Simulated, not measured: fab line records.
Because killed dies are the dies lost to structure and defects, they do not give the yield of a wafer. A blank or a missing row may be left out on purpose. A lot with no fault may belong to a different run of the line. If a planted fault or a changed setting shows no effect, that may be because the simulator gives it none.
Problem report, 8D (eight disciplines) form, completed by code    flow sky130    the parts of the form that need people (team, actions taken, sign-off) are left out

== 1. PROBLEM STATEMENT ==
developerTempC at SKY_PWDE_DEVELOP_06 reads a mean of 23.94 C on 6 wafers of 2 lots; wafers without a fault read 23.02 C with a standard deviation of 0.1. That puts it +9.2 standard deviations away from the usual mean.
The step: develop time 60 s.
First observed at day 6 17:00: wafer L792.2, on lithoTrack-03. The record has a number at this step for 42 wafers belonging to 14 lots. By rule, "out" or "out of limits" means more than 4 standard deviations away from the usual mean. Any other wafer with a number is counted as sound.

== 2. WHAT THIS IS AND IS NOT ==
question                     is                      is not
which readings at this step  developerTempC          -
which lots                   L792, L793              L780, L781, L783, L784, L785, L788, L790, L791, L795, L798, L800, L802
which wafers of those lots   all that have a number  -
read on which tools          lithoTrack-03           lithoTrack-02, lithoTrack-04
when                         from day 6 17:00        up to then (24 sound wafers); but 12 sound wafers of L795, L798, L800, L802 came after

== 3. THE SUSPECTS, EACH WITH WHAT RULES IT OUT ==
Counting: a tool at a process step up to the reading stays a suspect if it ran every lot that is out and no sound lot after the first of them.
- lithoTrack-03 at SKY_PWDE_DEVELOP_06 (develop time 60 s): kept. All lots that are out passed through it, beginning with L792 at day 6 17:00, and no sound lot followed; its final sound lot before that point was L791 at day 6 11:00. On those wafers its own readings are out: developerTempC.
Left after counting: lithoTrack-03 at SKY_PWDE_DEVELOP_06.

== 4. THE CAUSE (what the simulator had put in) ==
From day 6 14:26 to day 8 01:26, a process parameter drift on lithoTrack-03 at SKY_PWDE_DEVELOP_06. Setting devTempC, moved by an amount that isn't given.
The count eliminated every tool but this one.

== 5. THE CHAIN OF EFFECTS, in route order ==
Rows list readings where the struck wafers' mean (over those with a number) sits beyond 3 standard deviations from the usual. Only readings whose record carries a usual standard deviation are examined. hours: median over the lots of the time between each lot's start at the first step of this table that gives one and its start at this step. sigmas: the change, counted in usual standard deviations.
hours  step                 reading         usual    on struck wafers  change  sigmas
0      SKY_PWDE_DEVELOP_06  developerTempC  23.02 C  23.94             +0.92   +9.2
Process steps it contains:
- SKY_PWDE_DEVELOP_06: develop time 60 s.
Later measuring or inspecting steps at which every struck wafer that the step has a row for has a number for every such reading, and none has moved that far: SKY_VT_ADJUST_HVTP_CD_MEAS_07.

== 6. WHAT WOULD HAVE CAUGHT IT SOONER ==
In this record the first reading out of limits was taken at day 6 17:00, 3 hours after the fault began at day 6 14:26.
